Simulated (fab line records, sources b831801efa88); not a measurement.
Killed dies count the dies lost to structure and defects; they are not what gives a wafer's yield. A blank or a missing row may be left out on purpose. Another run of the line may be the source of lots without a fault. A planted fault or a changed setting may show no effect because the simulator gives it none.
The tool behind it: which one? | flow sky130 | 17 wafers sampled from 6 lots at 1 step of a route of 708

## WHAT EACH GAUGE READ, for each wafer
SKY_LOCAL_INTERCONNECT_OVL_MEAS_12.
lot  | measured     | on         | LOCAL_INTERCONNECT_OVL (nm)
L432 | day 31 10:33 | overlay-01 | 5 7 -1
L435 | day 32 11:10 | overlay-02 | 2 2 3
L438 | day 33 07:55 | overlay-02 | 5 9 3
L440 | day 33 22:10 | overlay-01 | 5 -1 2
L442 | day 36 06:25 | overlay-01 | 5 2
L450 | day 38 09:49 | overlay-01 | 6 -7 5

## WHAT TOOL EACH LOT RAN ON (gives the tool, then ch and the chambers of the sampled wafers, and finally the start)
There is no process step in the record ahead of these readings.

## THE ANSWER, worked out from the rows above alone
Rule: the lots themselves supply what counts as usual. Put in order of their means at a reading, lots are off if they are a third of the lots or fewer, leave a main group of 4 or more, and stand apart from it by a gap of 3 or more times the standard deviation of the main group's means; of several such gaps the widest counts. A main group is skipped when, at the precision printed for the reading in the tables above, its means are all equal. A lot without any number at a reading at which 4 lots or more have one is off too. The other lots that the step has rows for count as sound.
Across all readings shown, no lot is off: no conclusion can be drawn from this.

## WHAT HAD BEEN PUT IN BY THE SIMULATOR
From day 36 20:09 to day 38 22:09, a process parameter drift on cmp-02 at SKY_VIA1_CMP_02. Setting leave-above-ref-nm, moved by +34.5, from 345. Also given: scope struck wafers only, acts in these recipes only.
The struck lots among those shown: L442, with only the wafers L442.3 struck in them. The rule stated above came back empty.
